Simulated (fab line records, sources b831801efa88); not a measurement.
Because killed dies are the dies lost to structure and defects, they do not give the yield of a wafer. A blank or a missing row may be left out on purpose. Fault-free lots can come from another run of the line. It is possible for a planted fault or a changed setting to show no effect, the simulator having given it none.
fab line records | flow sky130
record lots=6 wafers=17 last-day=50
route steps=708 shown FIELD_ISO@25 NWELL@32 DNWELL@35 PAD_OPEN@708
lots that met no fault: taken from a fault-free run of the same line
start-h: the number of hours between the record's first day and the start of the first shown wafer of the lot | wait-h: hours from the lot's prior step to this one | " unchanged from the row above | L1.1+2: several wafers, shown together as one row | - no value, or no start was given | * or withheld: withheld | < > ~ a bound
route shown NAME@n: names a module that has steps shown in the file, with the first one's number in the route | usual: mean and standard deviation over wafers with no fault | same: alike in all rows | chamber/n: place in a boat | sites: readings site by site | _std_site: standard deviation across them | _edge_site: mean of outer sites minus mean of inner sites | radius-mm: how far each site lies from the wafer's centre | mask NAME#n: copy n | behind: the tool/chamber that last shaped the wafer | hold: why the lot went on hold/how many hours it stayed there/how the hold came to an end | device: which transistor (n, p or np) failed to switch | end of line: tests run on the same wafers once the route is complete | where a step has no rows: the recipe by itself | killed: not the wafer's yield, but the dies lost to structure and defects at the first sort | map: dies across one wafer; x = killed, . = not, _ = none there
set.NAME: the setting the step ran with; set.NAME@STEP: the setting that earlier step ran with | model.NAME: the simulator's own value behind a step, which no gauge read
a table for each step, a row for each wafer; lots at some steps of the route
services: from which hour (start-h, from the record's first day; less than 0 if before it) a tool's chamber was out of use, for how many hours, and why
## steps
# step SKY_FIELD_ISO_CVD_24
# recipe material=SiO2 target-thk-nm=595 temp-c=650 sigma-open-frac=0.3 time-s=99.2 sih4-flow-sccm=60 pressure-mtorr=6
# step SKY_FIELD_ISO_THK_MEAS_25
# recipe reads=SiO2_of_FIELD_ISO_CVD_24
# usual FIELD_ISO_CVD_24_THK=595/8
# columns lot.wafer tool chamber start-h wait-h FIELD_ISO_CVD_24_THK[nm]
L458.4 film-metro-01 - 55.66 0.0 606
L458.5 " - " " 609
L458.6 " - " " 600
L462.2 film-metro-03 - 74.31 0.0 590
L462.3 " - " " 575
L462.6 " - " " 570
L463.1 film-metro-02 - 79.08 0.0 575
L463.2 " - " " 586
L463.3 " - " " 591
L466.1 film-metro-01 - 95.66 0.0 600
L466.4 " - " " 590
L466.5 " - " " 597
L472.3 film-metro-02 - 125.68 0.1 585
L472.4 " - " " 597
L474.1 film-metro-01 - 136.75 0.0 598
L474.3 " - " " 598
L474.5 " - " " 600
# step SKY_FIELD_ISO_ANNEAL_26
# recipe temp-c=1000 time-s=1800 ambient=N2
# step SKY_FIELD_ISO_CMP_27
# recipe stop-on=Si3N4 t-overpolish-s=16 down-force-psi=4 platen-rpm=60 target-thk-nm=457.8 pad-velocity-m-s=0.94248
# usual motor-current-A=12.5/1.2 overpolish-run-s=15.999/0.0089 time-to-endpoint-s=108/4.9
# columns lot.wafer tool chamber start-h wait-h motor-current-A overpolish-run-s time-to-endpoint-s
L458.4 cmp-01 2 57.34 0.1 11.5 16.004 110
L458.5 " 3 " " 11.4 16.003 108
L458.6 " 0 " " 14.5 15.995 107
L462.3 cmp-02 2 75.91 0.1 11.3 16.006 104
L462.2 " 3 " " 11.8 15.994 103
L462.6 " 1 " " 12.3 15.996 101
L463.2 cmp-01 2 80.64 0.0 10.8 16.002 104
L463.1 " 0 " " 14.0 15.989 103
L463.3 " 1 " " 13.8 15.991 103
L466.1 cmp-02 2 97.32 0.1 11.3 15.999 118
L466.4 " 3 " " 11.9 16.010 108
L466.5 " 0 " " 13.5 16.016 114
L472.4 cmp-02 1 128.06 0.0 12.3 15.980 107
L472.3 " 0 " " 12.5 16.004 112
L474.3 cmp-01 1 138.36 0.1 14.1 16.000 101
L474.1 " 2 " " 11.1 16.009 104
L474.5 " 1 " " 13.3 16.000 103
# step SKY_FIELD_ISO_WET_ETCH_28
# recipe chemistry=dHF target-depth-nm=23.7 target=SiO2 dilution=10:1 temp-c=25 time-s=47
# step SKY_FIELD_ISO_WET_ETCH_29
# recipe chemistry=H3PO4 target-depth-nm=160 target=Si3N4 temp-c=160 time-s=1825
# step SKY_FIELD_ISO_WET_ETCH_30
# recipe chemistry=dHF target-depth-nm=25 target=SiO2 dilution=10:1 temp-c=25 time-s=50
# step SKY_NWELL_CLEAN_00
# recipe chemistry=SC1/SC2 mix=1:4:20 temp-c=70 time-s=150 dry=n2-spin
# step SKY_NWELL_OXIDATION_01
# recipe temp-c=900 ambient=O2 stabilise-s=600 purge-s=300 target-thk-a=100 ox-time-s=1418
# step SKY_NWELL_THK_MEAS_02
# recipe reads=SiO2_of_NWELL_OXIDATION_01
# usual NWELL_OXIDATION_THK=9.94/0.16
# columns lot.wafer tool chamber start-h wait-h NWELL_OXIDATION_THK[nm]
L458.4 film-metro-01 - 61.43 0.0 9.92
L458.5 " - " " 9.92
L458.6 " - " " 9.85
L462.2 film-metro-01 - 80.18 0.0 9.91
L462.3 " - " " 10.03
L462.6 " - " " 10.02
L463.1 film-metro-03 - 82.99 0.0 9.77
L463.2 " - " " 9.84
L463.3 " - " " 9.90
L466.1 film-metro-01 - 100.73 0.0 9.70
L466.4 " - " " 10.01
L466.5 " - " " 9.83
L472.3 film-metro-04 - 131.61 0.0 9.90
L472.4 " - " " 9.94
L474.1 film-metro-04 - 140.68 0.0 10.09
L474.3 " - " " 9.69
L474.5 " - " " 9.79
# step SKY_DNWELL_DEHYDRATE_00
# recipe temp-c=200 time-s=60
# step SKY_DNWELL_HMDS_01
# recipe prime-time-s=60 prime-temp-c=120
# step SKY_DNWELL_COAT_02
# recipe spin-rpm=2000 resist-thk-nm=3000
# usual spin-speed-rpm=1999.9/1.5
# columns lot.wafer tool chamber start-h wait-h spin-speed-rpm model.coat_of_DNWELL_COAT_02.thk-nm
L458.4 litho-track-03 0 69.49 0.1 2000.9 3007
L458.5 " 0 " " 1996.9 3011
L458.6 " 0 " " 2002.0 3001
L462.2 litho-track-03 0 88.69 0.1 2002.9 2025
L462.3 " 0 " " 2001.0 2025
L462.6 " 0 " " 1998.1 2020
L463.1 litho-track-04 0 91.23 0.1 1998.8 3008
L463.2 " 0 " " 1997.1 3005
L463.3 " 0 " " 1999.3 3013
L466.1 litho-track-03 0 109.67 0.1 2002.7 2020
L466.4 " 0 " " 2002.5 2018
L466.5 " 0 " " 1997.9 2024
L472.3 litho-track-04 0 140.83 0.1 1998.5 2986
L472.4 " 0 " " 1997.8 2994
L474.1 litho-track-01 0 150.25 0.1 1997.9 3000
L474.3 " 0 " " 2001.0 2998
L474.5 " 0 " " 1998.7 3004
# step SKY_DNWELL_SOFTBAKE_03
# recipe temp-c=110 time-s=withheld
# step SKY_DNWELL_EXPOSE_04
# recipe mask-id=DNM na=0.57 target-cd-nm=3000 dose-mj=222
# step SKY_DNWELL_PEB_05
# recipe temp-c=115 time-s=withheld
# step SKY_DNWELL_DEVELOP_06
# recipe wall-angle-deg=90 developer=TMAH develop-time-s=60 dev-temp-c=23
# columns lot.wafer tool chamber start-h wait-h model.coat_of_DNWELL_COAT_02.thk-nm
L458.4 litho-track-04 0 - - 3003
L458.5 " 0 " " 3007
L458.6 " 0 " " 2996
L462.2 litho-track-03 0 - - 2020
L462.3 " 0 " " 2021
L462.6 " 0 " " 2015
L463.1 litho-track-04 0 - - 3004
L463.2 " 0 " " 3001
L463.3 " 0 " " 3009
L466.1 litho-track-01 0 - - 2016
L466.4 " 0 " " 2014
L466.5 " 0 " " 2019
L472.3 litho-track-03 0 - - 2981
L472.4 " 0 " " 2990
L474.1 litho-track-01 0 - - 2996
L474.3 " 0 " " 2994
L474.5 " 0 " " 3000
# step SKY_DNWELL_IMPLANT_07
# recipe species=P energy-kev=withheld dose-cm2=withheld tilt-deg=withheld
# step SKY_DNWELL_STRIP_08
# recipe chemistry=O2/N2 power-w=1400 pressure-mtorr=1500 platen-temp-c=withheld o2-flow-sccm=3000 n2-flow-sccm=300 overash-fraction=0.5
# usual chamber-pressure-mTorr=1500.1/1.2 drypump-motor-current-A=5.8/0.51 oes-product-au=0.722/0.0043 strip-time-to-endpoint-s=36.97/0.11
# columns lot.wafer tool chamber start-h wait-h chamber-pressure-mTorr drypump-motor-current-A oes-product-au rf-hours-counter-h strip-time-to-endpoint-s
L458.4 plasma-asher-04 0 77.81 0.1 1500.1 5.7 0.721 - 37.00
L458.5 " 0 " " 1498.7 5.7 0.721 - 37.06
L458.6 " 1 " " 1500.3 6.1 0.731 - 36.92
L462.2 plasma-asher-04 1 98.22 0.1 1499.6 6.1 0.722 41 25.66
L462.3 " 1 " " 1499.2 6.1 0.715 - 25.64
L462.6 " 1 " " 1498.9 6.1 0.720 - 25.59
L463.1 plasma-asher-01 1 100.28 0.1 1500.0 5.5 0.725 42 37.00
L463.2 " 0 " " 1501.5 6.7 0.734 42 36.97
L463.3 " 1 " " 1501.3 5.5 0.720 - 37.07
L466.1 plasma-asher-02 1 118.60 0.1 1500.9 5.5 0.717 42 25.60
L466.4 " 0 " " 1499.9 4.9 0.720 - 25.58
L466.5 " 0 " " 1500.0 4.8 0.711 - 25.64
L472.3 plasma-asher-01 0 151.25 0.1 1499.5 6.7 0.722 - 36.76
L472.4 " 1 " " 1500.1 5.4 0.728 - 36.84
L474.1 plasma-asher-01 1 160.55 0.1 1500.9 5.5 0.728 4 36.90
L474.3 " 0 " " 1500.8 6.6 0.726 - 36.89
L474.5 " 1 " " 1498.1 5.5 0.720 - 36.97
# step SKY_DNWELL_TW_MEAS_09
# usual DNWELL_TW=1119/9.4
# columns lot.wafer tool chamber start-h wait-h DNWELL_TW
L458.4 film-metro-04 - 77.91 0.1 1105
L458.5 " - " " 1105
L458.6 " - " " 1104
L462.2 film-metro-01 - 98.35 0.1 1126
L462.3 " - " " 1132
L462.6 " - " " 1127
L463.1 film-metro-03 - 100.38 0.1 1112
L463.2 " - " " 1115
L463.3 " - " " 1111
L466.1 film-metro-01 - 118.70 0.1 1126
L466.4 " - " " 1121
L466.5 " - " " 1124
L472.3 film-metro-01 - 151.34 0.1 1129
L472.4 " - " " 1133
L474.1 film-metro-04 - 160.65 0.1 1107
L474.3 " - " " 1105
L474.5 " - " " 1104
# step SKY_PAD_OPEN_PROBE_99
# usual killed_at_M0_to_M3=44/6.9 killed_at_M4_up=3.3/2 killed-at-contacts=25/5.4 killed-at-front-end=16/4.6 killed-at-other=0.2/0.51 killed-dies=88/8.9 killed-open=48/6.8 killed-short=39/5.8
# same gross-dies=492 killed-at-back-side=0
# columns lot.wafer tool chamber start-h wait-h killed_at_M0_to_M3 killed_at_M4_up killed-at-contacts killed-at-front-end killed-at-other killed-dies killed-open killed-short model.etest.nfet_16v.r-on-ohm-um model.etest.pfet-g5v0d10v5.r-on-ohm-um model.etest.res-deep-nwell.width-nm model.etest.res-deep-nwell.line-ohm-um model.etest.nfet_05v0_nvt.drive-ua-um model.etest.pfet-g5v0d10v5.drive-ua-um model.etest.pfet_01v8_lvt.drive-ua-um model.etest.nfet_05v0_nvt.off-log10-a-um
L458.4 prober-02 - 1100.28 0.2 34 5 26 17 0 82 46 36 1.406e+04 4710 3002 720.4 577.3 347.2 176.1 -11.22
L458.5 prober-02 - 1100.33 0.2 28 1 26 22 1 78 48 30 1.407e+04 4772 3001 712.4 571.8 339.2 175.2 -11.11
L458.6 prober-02 - 1100.38 0.2 43 6 31 16 0 96 58 38 1.41e+04 4684 2999 726.8 577.3 343.8 173.5 -11.22
L462.2 prober-02 - 1132.47 0.1 42 7 31 14 0 94 56 38 1.413e+04 4877 3076 712.1 577.8 329.3 169.9 -10.37
L462.3 prober-02 - 1132.52 0.2 38 2 27 14 0 81 49 32 1.425e+04 4935 3079 732.7 574.3 325 169.3 -10.44
L462.6 prober-02 - 1132.67 0.2 45 3 27 12 0 87 48 39 1.416e+04 4944 3075 712.9 582.6 328.3 166.2 -10.17
L463.1 prober-01 - 1135.61 0.1 49 7 20 9 0 85 47 34 1.409e+04 4808 3001 738.7 576.1 338.2 174.6 -10.89
L463.2 prober-01 - 1135.66 0.1 42 7 25 16 0 90 50 39 1.415e+04 4655 2983 731 584.7 346.1 178.1 -10.85
L463.3 prober-01 - 1135.71 0.2 51 4 16 14 0 85 48 37 1.425e+04 4751 3000 727.8 578 338.2 178.6 -11.01
L466.1 prober-02 - 1146.21 0.1 36 6 26 18 0 86 52 34 1.434e+04 4850 3082 734.1 586.2 335.6 166.2 -10.2
L466.4 prober-02 - 1146.36 0.2 50 2 23 13 2 90 47 43 1.404e+04 4746 3076 713.3 594.4 341.4 169.1 -10.14
L466.5 prober-02 - 1146.41 0.2 43 1 21 22 0 87 48 39 1.435e+04 4872 3073 718.3 586.8 336.2 166 -10.1
L474.1 prober-01 - 1196.78 0.1 40 5 22 14 1 82 45 36 1.423e+04 4764 2993 714 577.5 344.2 177 -10.9
L474.3 prober-01 - 1196.88 0.2 37 5 31 11 0 84 52 32 1.406e+04 4756 3010 715.2 571.5 340 176.9 -11.07
L474.5 prober-01 - 1196.98 0.2 48 9 14 9 0 80 46 34 1.416e+04 4716 3014 722.7 575.5 343.8 176.2 -10.92
L472.3 prober-02 - 1199.88 0.2 31 4 25 20 0 80 45 35 1.44e+04 4759 3004 748.5 579.4 339.2 178.5 -10.84
L472.4 prober-02 - 1199.93 0.2 52 2 18 22 0 94 58 35 1.422e+04 4663 2999 745.8 588 353.5 181.1 -10.88
# killed by level:class
L458.4 LI_CONTACT:geometric-particle:open=12 CONTACT:geometric-particle:open=12 METAL2:geometric-particle:short=8 VIA1:geometric-particle:short=6 METAL1:geometric-particle:short=5 FIELD_ISO:geometric-particle:open=4 VIA2:geometric-particle:short=4 VIA3:geometric-particle:open=3
L458.5 LI_CONTACT:geometric-particle:open=9 CONTACT:geometric-particle:open=8 FIELD_ISO:geometric-particle:short=7 VIA1:geometric-particle:open=7 POLY_GATE:geometric-particle:open=6 VIA2:geometric-particle:open=6 VIA3:geometric-particle:open=5 POLY_GATE:geometric-particle:short=4
L458.6 VIA1:geometric-particle:open=15 CONTACT:geometric-particle:open=10 LI_CONTACT:geometric-particle:open=8 CONTACT:geometric-particle:short=7 VIA3:geometric-particle:open=6 FIELD_ISO:geometric-particle:open=5 METAL2:geometric-particle:short=5 METAL3:geometric-particle:short=5
L462.2 CONTACT:geometric-particle:open=11 LI_CONTACT:geometric-particle:open=10 VIA3:geometric-particle:open=10 VIA1:geometric-particle:open=9 METAL4:geometric-particle:short=7 VIA2:geometric-particle:open=6 CONTACT:geometric-particle:short=5 METAL1:geometric-particle:short=4
L462.3 VIA3:geometric-particle:open=12 CONTACT:geometric-particle:open=9 LI_CONTACT:geometric-particle:open=6 VIA1:geometric-particle:open=6 VIA1:geometric-particle:short=5 LOCAL_INTERCONNECT:geometric-particle:short=4 VIA2:geometric-particle:open=4 FIELD_ISO:geometric-particle:open=3
L462.6 CONTACT:geometric-particle:open=8 VIA2:geometric-particle:open=8 VIA3:geometric-particle:open=8 LI_CONTACT:geometric-particle:open=7 VIA1:geometric-particle:open=7 LOCAL_INTERCONNECT:geometric-particle:short=6 POLY_GATE:geometric-particle:open=6 METAL3:geometric-particle:short=6
L463.1 VIA1:geometric-particle:open=13 LI_CONTACT:geometric-particle:open=10 METAL1:geometric-particle:short=7 CONTACT:geometric-particle:open=6 VIA3:geometric-particle:open=6 FIELD_ISO:geometric-particle:open=5 METAL2:geometric-particle:short=5 VIA1:geometric-particle:short=5
L463.2 VIA1:geometric-particle:open=15 CONTACT:geometric-particle:open=11 FIELD_ISO:geometric-particle:open=8 VIA1:geometric-particle:short=7 METAL4:geometric-particle:short=6 LI_CONTACT:geometric-particle:open=6 METAL1:geometric-particle:short=5 METAL2:geometric-particle:short=4
L463.3 VIA1:geometric-particle:open=12 METAL1:geometric-particle:short=8 VIA2:geometric-particle:open=8 VIA3:geometric-particle:open=7 FIELD_ISO:geometric-particle:open=6 LI_CONTACT:geometric-particle:open=4 CONTACT:geometric-particle:short=4 VIA3:geometric-particle:short=3
L466.1 CONTACT:geometric-particle:open=9 VIA2:geometric-particle:open=8 VIA1:geometric-particle:open=7 VIA3:geometric-particle:open=7 FIELD_ISO:geometric-particle:short=6 LOCAL_INTERCONNECT:geometric-particle:short=6 LI_CONTACT:geometric-particle:open=6 FIELD_ISO:geometric-particle:open=5
L466.4 CONTACT:geometric-particle:open=10 METAL1:geometric-particle:short=9 LI_CONTACT:geometric-particle:open=8 VIA1:geometric-particle:open=8 VIA3:geometric-particle:open=7 METAL2:geometric-particle:short=7 VIA2:geometric-particle:open=5 VIA2:geometric-particle:short=4
L466.5 VIA1:geometric-particle:open=13 FIELD_ISO:geometric-particle:open=7 VIA1:geometric-particle:short=7 FIELD_ISO:geometric-particle:short=6 VIA2:geometric-particle:open=6 LOCAL_INTERCONNECT:geometric-particle:short=5 CONTACT:geometric-particle:short=5 VIA3:geometric-particle:open=5
L474.1 VIA1:geometric-particle:open=8 CONTACT:geometric-particle:open=7 LI_CONTACT:geometric-particle:open=6 VIA2:geometric-particle:open=6 VIA2:geometric-particle:short=5 VIA3:geometric-particle:open=5 VIA1:geometric-particle:short=5 FIELD_ISO:geometric-particle:short=4
L474.3 CONTACT:geometric-particle:open=12 VIA2:geometric-particle:open=9 LI_CONTACT:geometric-particle:open=8 VIA1:geometric-particle:open=7 VIA3:geometric-particle:open=6 LOCAL_INTERCONNECT:geometric-particle:short=5 METAL4:geometric-particle:short=5 LI_CONTACT:geometric-particle:short=4
L474.5 VIA2:geometric-particle:open=10 CONTACT:geometric-particle:open=9 VIA1:geometric-particle:open=9 VIA3:geometric-particle:open=7 METAL4:geometric-particle:short=7 FIELD_ISO:geometric-particle:short=5 METAL2:geometric-particle:short=5 METAL1:geometric-particle:short=4
L472.3 VIA1:geometric-particle:open=9 CONTACT:geometric-particle:short=9 FIELD_ISO:geometric-particle:open=8 LI_CONTACT:geometric-particle:open=6 POLY_GATE:geometric-particle:short=5 CONTACT:geometric-particle:open=5 VIA2:geometric-particle:open=5 VIA1:geometric-particle:short=4
L472.4 VIA1:geometric-particle:open=9 CONTACT:geometric-particle:open=9 VIA2:geometric-particle:open=9 FIELD_ISO:geometric-particle:short=8 FIELD_ISO:geometric-particle:open=6 POLY_GATE:geometric-particle:open=6 VIA3:geometric-particle:open=6 METAL2:geometric-particle:short=6
## services
# columns tool chamber start-h hours kind
cmp-02 - 34.66 1.0 repair
cmp-02 - 37.40 2.5 repair
cmp-02 - 45.02 3.9 pm
cmp-02 - 51.10 0.5 repair
cmp-02 - 53.30 2.6 repair
cmp-02 - 64.00 4.0 pm
plasma-asher-04 - 65.20 2.8 pm
cmp-02 - 68.00 - consumable-replace:conditioner
cmp-02 - 68.00 - consumable-replace:pad
cmp-02 - 71.39 0.4 repair
cmp-01 - 75.04 4.0 repair
plasma-asher-02 - 80.18 3.2 repair
plasma-asher-01 - 108.75 9.0 pm
plasma-asher-01 0 108.75 9.0 vent-cycle
plasma-asher-01 1 108.75 9.0 vent-cycle
cmp-01 - 116.72 0.9 repair
plasma-asher-01 0 117.75 - clean
plasma-asher-01 1 117.75 - clean
cmp-01 - 119.73 2.8 repair
cmp-02 - 123.69 2.6 repair
cmp-01 - 142.50 5.6 pm
cmp-02 - 152.89 1.1 repair
## key
first-sign step=SKY_DNWELL_STRIP_08 reading=strip-time-to-endpoint-s direction=down sigmas=99+ usual=* struck=*
effect none on later readings
model-effect step=SKY_DNWELL_COAT_02 value=coat_of_DNWELL_COAT_02.thk-nm without=3000 struck=2022
model-effect step=SKY_DNWELL_DEVELOP_06 value=coat_of_DNWELL_COAT_02.thk-nm without=2996 struck=2018
model-effect step=SKY_PAD_OPEN_PROBE_99 value=etest.nfet_16v.r-on-ohm-um without=1.444e+04 struck=1.421e+04
met-at SKY_DNWELL_COAT_02
struck-wafers L462.2,L462.3,L462.6,L466.1,L466.4,L466.5
tester-left-out L462,L466
onset-between 69.49 88.69
fault kind=process-parameter-drift tool=litho-track-03 chamber=- onset-h=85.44 steps=SKY_DNWELL_COAT_02 channel=resist-thk-nm offset=-978.28 shape=step end-h=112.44 acts-in=these-recipes-only stated=3000
# tester-left-out: of these lots the tester's yield and bins aren't shown, on N5 and GAA mostly nor the transistor test; their killed dies are dies lost to structure and defects alone, not to doping, threshold or leakage, so they don't give the yield
